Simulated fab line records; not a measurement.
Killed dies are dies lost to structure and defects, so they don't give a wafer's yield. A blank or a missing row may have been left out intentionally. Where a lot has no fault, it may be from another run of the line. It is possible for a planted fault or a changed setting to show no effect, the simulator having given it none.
fab line records    flow gf180mcu
[record] lots = 9  wafers = 27  last_day = 31
route steps=602 shown LVPWELL@62 VT_IMPLANT@133 DUAL_GATE@144
lots that met no fault: taken from a fault-free run of the same line
start_h: start of the lot's first displayed wafer, in hours after the record's first day    wait_h: time in hours since the lot's previous step    " as in the row above    L1.1+2: several wafers, shown together as one row    - no value, or no start given    * or withheld: withheld    < > ~ a bound
route shown NAME@n: a module of which the file shows steps, and the number in the route of the first    usual: average and standard deviation across the fault-free wafers    same: alike in all rows    chamber/n: place in a boat    sites: readings site by site    _std_site: standard deviation of those values    _edge_site: the outer-site mean with the inner-site mean subtracted    radius_mm: how far each site lies from the wafer's centre    mask NAME#n: copy n    behind: the tool/chamber that last shaped the wafer    hold: the reason the lot was held/the length of the hold in hours/how it ended    device: the transistor (n, p or np) that didn't switch    end of line: tests of these same wafers at the route's end    a step without rows: its recipe alone    killed: not the wafer's yield, but the dies lost to structure and defects at the first sort    map: a wafer's dies, x killed, . not, _ none there
set.NAME: the setting that was run; set.NAME@STEP: the one run at that earlier step    model.NAME: the simulator's own value behind a step, which no gauge read
a sample of lots followed through the steps of the route, with each step as a table and each wafer as a row
services: when a tool's chamber went out of use (start_h, in hours from the record's first day, below 0 if earlier), for how many hours, and the reason
[[steps]]
[step GF_LVPWELL_IMPLANT_08]
[recipe] species = B  energy_kev = 170  dose_cm2 = 1.5e+13  tilt_deg = 0
[usual] beam_on_s = 10.02/0.2  faraday_current_uA = 84.4/1.7  implant_ion_amu = 11/0
lot.wafer  tool          chamber  start_h  wait_h  beam_on_s  faraday_current_uA  implant_ion_amu
L259.1     implanter-03  0        68.72    0.0     10.14      83.7                11
L259.4     "             0        "        "       10.36      81.5                11
L259.6     "             0        "        "       9.89       85.5                11
L260.1     implanter-03  0        72.27    0.0     9.92       85.4                11
L260.2     "             0        "        "       9.67       87.6                11
L260.3     "             0        "        "       10.30      82.1                11
L261.2     implanter-04  0        83.28    0.0     10.18      83.3                11
L261.3     "             0        "        "       10.17      83.7                11
L261.5     "             0        "        "       10.03      84.6                11
L262.2     implanter-03  0        93.03    0.0     10.31      82.5                11
L262.4     "             0        "        "       9.98       84.4                11
L262.5     "             0        "        "       10.18      83.2                11
L263.1     implanter-03  0        98.92    0.0     9.73       86.9                11
L263.2     "             0        "        "       10.17      83.4                11
L263.3     "             0        "        "       9.67       87.6                11
L264.2     implanter-03  0        107.44   0.0     9.85       85.5                49
L264.3     "             0        "        "       9.84       85.9                49
L264.4     "             0        "        "       9.72       86.6                49
L266.3     implanter-04  0        111.87   0.1     9.91       84.8                49
L266.5     "             0        "        "       9.70       87.2                49
L266.6     "             0        "        "       10.13      83.3                49
L265.1     implanter-03  0        112.17   0.0     9.82       86.4                49
L265.4     "             0        "        "       10.30      81.9                49
L265.5     "             0        "        "       10.07      84.2                49
L267.1     implanter-03  0        117.97   0.0     10.03      84.1                49
L267.3     "             0        "        "       10.23      82.8                49
L267.5     "             0        "        "       10.01      84.7                49
[step GF_LVPWELL_TW_MEAS_11]
[usual] LVPWELL_TW = 559/3.1
lot.wafer  tool           chamber  start_h  wait_h  LVPWELL_TW
L259.1     film_metro-04  -        69.12    0.1     552
L259.4     "              -        "        "       554
L259.6     "              -        "        "       555
L260.1     film_metro-02  -        72.67    0.1     554
L260.2     "              -        "        "       553
L260.3     "              -        "        "       549
L261.2     film_metro-02  -        83.66    0.1     560
L261.3     "              -        "        "       558
L261.5     "              -        "        "       554
L262.2     film_metro-02  -        93.41    0.1     556
L262.4     "              -        "        "       556
L262.5     "              -        "        "       556
L263.1     film_metro-01  -        99.32    0.1     560
L263.2     "              -        "        "       561
L263.3     "              -        "        "       562
L264.2     film_metro-01  -        107.83   0.1     1043
L264.3     "              -        "        "       1041
L264.4     "              -        "        "       1045
L266.3     film_metro-04  -        112.24   0.1     1032
L266.5     "              -        "        "       1037
L266.6     "              -        "        "       1034
L265.1     film_metro-01  -        112.57   0.1     1044
L265.4     "              -        "        "       1045
L265.5     "              -        "        "       1048
L267.1     film_metro-02  -        118.37   0.1     1047
L267.3     "              -        "        "       1040
L267.5     "              -        "        "       1046
[step GF_VT_IMPLANT_TW_MEAS_43]
[usual] VT_IMPLANT_4_TW = 692/3.8
lot.wafer  tool           chamber  start_h  wait_h  VT_IMPLANT_4_TW
L259.1     film_metro-01  -        159.12   0.1     691
L259.4     "              -        "        "       694
L259.6     "              -        "        "       685
L260.1     film_metro-02  -        165.52   0.1     687
L260.2     "              -        "        "       685
L260.3     "              -        "        "       686
L261.2     film_metro-02  -        178.00   0.1     692
L261.3     "              -        "        "       687
L261.5     "              -        "        "       688
L262.2     film_metro-02  -        189.65   0.1     690
L262.4     "              -        "        "       692
L262.5     "              -        "        "       689
L263.1     film_metro-02  -        196.60   0.1     691
L263.2     "              -        "        "       692
L263.3     "              -        "        "       695
L264.2     film_metro-03  -        207.82   0.1     693
L264.3     "              -        "        "       695
L264.4     "              -        "        "       695
L266.3     film_metro-03  -        209.97   0.1     700
L266.5     "              -        "        "       693
L266.6     "              -        "        "       697
L265.1     film_metro-02  -        211.50   0.1     687
L265.4     "              -        "        "       689
L265.5     "              -        "        "       691
L267.1     film_metro-02  -        218.55   0.1     694
L267.3     "              -        "        "       688
L267.5     "              -        "        "       694
[step GF_VT_IMPLANT_RTA_45]
[recipe] temp_c = 1050  time_s = 30  ambient = N2
[usual] lamp_power_pct = 35.9/1.5  wafer_temp_C_max = 1055.1/1.1
lot.wafer  tool           chamber  start_h  wait_h  lamp_power_pct  wafer_temp_C_max
L259.1     rtp_anneal-02  0        159.23   0.0     34.7            1055.2
L259.4     "              0        "        "       34.8            1054.1
L259.6     "              0        "        "       34.7            1056.3
L260.1     rtp_anneal-01  0        165.63   0.0     37.9            1055.4
L260.2     "              0        "        "       37.9            1055.8
L260.3     "              0        "        "       37.9            1054.1
L261.2     rtp_anneal-02  0        178.17   0.0     34.8            1056.9
L261.3     "              0        "        "       34.8            1056.3
L261.5     "              0        "        "       34.7            1055.1
L262.2     rtp_anneal-02  0        189.77   0.0     34.8            1054.4
L262.4     "              0        "        "       34.7            1055.3
L262.5     "              0        "        "       34.7            1056.3
L263.1     rtp_anneal-02  0        196.71   0.0     34.7            1056.0
L263.2     "              0        "        "       34.7            1058.9
L263.3     "              0        "        "       34.6            1055.1
L264.2     rtp_anneal-01  0        207.94   0.0     37.9            1054.8
L264.3     "              0        "        "       37.9            1054.1
L264.4     "              0        "        "       37.9            1053.7
L266.3     rtp_anneal-02  0        210.09   0.0     34.8            1055.3
L266.5     "              0        "        "       34.7            1056.7
L266.6     "              0        "        "       34.8            1057.4
L265.1     rtp_anneal-01  0        211.61   0.0     37.9            1052.7
L265.4     "              0        "        "       37.9            1053.7
L265.5     "              0        "        "       37.9            1053.7
L267.1     rtp_anneal-02  0        218.66   0.0     34.7            1057.2
L267.3     "              0        "        "       34.7            1056.0
L267.5     "              0        "        "       34.7            1055.3
[step GF_VT_IMPLANT_RS_MEAS_48]
[recipe] thk_meas_gauge = four-point-probe
[usual] LVPWELL_RS = 1196/3.3
lot.wafer  tool           chamber  start_h  wait_h  LVPWELL_RS[ohm/sq]
L259.1     film_metro-04  -        159.57   0.1     1199
L259.4     "              -        "        "       1201
L259.6     "              -        "        "       1200
L260.1     film_metro-01  -        165.97   0.1     1203
L260.2     "              -        "        "       1202
L260.3     "              -        "        "       1200
L261.2     film_metro-01  -        178.51   0.1     1196
L261.3     "              -        "        "       1199
L261.5     "              -        "        "       1201
L262.2     film_metro-01  -        190.11   0.1     1200
L262.4     "              -        "        "       1198
L262.5     "              -        "        "       1198
L263.1     film_metro-01  -        197.05   0.1     1195
L263.2     "              -        "        "       1197
L263.3     "              -        "        "       1196
L264.2     film_metro-04  -        208.28   0.1     1511
L264.3     "              -        "        "       1513
L264.4     "              -        "        "       1506
L266.3     film_metro-04  -        210.44   0.1     1512
L266.5     "              -        "        "       1511
L266.6     "              -        "        "       1509
L265.1     film_metro-04  -        211.95   0.1     1509
L265.4     "              -        "        "       1505
L265.5     "              -        "        "       1511
L267.1     film_metro-04  -        219.00   0.1     1508
L267.3     "              -        "        "       1509
L267.5     "              -        "        "       1509
[step GF_DUAL_GATE_THK_MEAS_03]
[recipe] reads = SiO2_of_DUAL_GATE_OXIDATION_02
[usual] DUAL_GATE_OXIDATION_00_THK = 10.83/0.2
lot.wafer  tool           chamber  start_h  wait_h  DUAL_GATE_OXIDATION_00_THK[nm]
L259.1     film_metro-03  -        162.04   0.0     10.75
L259.4     "              -        "        "       11.04
L259.6     "              -        "        "       10.81
L260.1     film_metro-03  -        167.96   0.0     10.71
L260.2     "              -        "        "       10.65
L260.3     "              -        "        "       10.70
L261.2     film_metro-03  -        180.38   0.0     10.97
L261.3     "              -        "        "       11.21
L261.5     "              -        "        "       11.19
L262.2     film_metro-03  -        192.29   0.0     10.85
L262.4     "              -        "        "       10.81
L262.5     "              -        "        "       10.93
L263.1     film_metro-04  -        198.92   0.0     10.73
L263.2     "              -        "        "       10.54
L263.3     "              -        "        "       10.50
L264.2     film_metro-02  -        210.14   0.0     11.10
L264.3     "              -        "        "       11.29
L264.4     "              -        "        "       11.23
L266.3     film_metro-02  -        212.99   0.0     11.06
L266.5     "              -        "        "       10.76
L266.6     "              -        "        "       10.85
L265.1     film_metro-02  -        214.42   0.0     10.95
L265.4     "              -        "        "       10.83
L265.5     "              -        "        "       11.05
L267.1     film_metro-04  -        220.88   0.0     10.86
L267.3     "              -        "        "       10.83
L267.5     "              -        "        "       10.81
[[services]]
tool          chamber  start_h  hours  kind
implanter-03  -        94.95    1.7    repair
implanter-03  -        109.69   2.3    repair
implanter-04  -        185.46   5.5    repair
[[key]]
[first_sign] step = GF_LVPWELL_IMPLANT_08  reading = implant_ion_amu  direction = up  sigmas = 99+  usual = 11  struck = 49
[effect] step = GF_LVPWELL_TW_MEAS_11  reading = LVPWELL_TW  direction = up  sigmas = 99+  usual = 559  struck = 1042
[effect] step = GF_VT_IMPLANT_RS_MEAS_48  reading = LVPWELL_RS  direction = up  sigmas = 95  usual = 1196  struck = 1509
met_at GF_LVPWELL_IMPLANT_08
struck_lots L264,L265,L266,L267
tester_left_out L264,L265,L266,L267
not_acting_at GF_VT_IMPLANT_TW_MEAS_43,GF_VT_IMPLANT_RTA_45,GF_DUAL_GATE_THK_MEAS_03
onset_between 98.92 107.44
[fault] kind = wrong_recipe_download  tool = implanter-02,implanter-03,implanter-04  chamber = -  onset_h = 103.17  steps = GF_LVPWELL_IMPLANT_08  wrong_recipe.not_listed = 1
// tester_left_out: of these lots the tester's yield and bins aren't shown, on N5 and GAA mostly nor the transistor test; their killed dies are dies lost to structure and defects alone, not to doping, threshold or leakage, so they don't give the yield
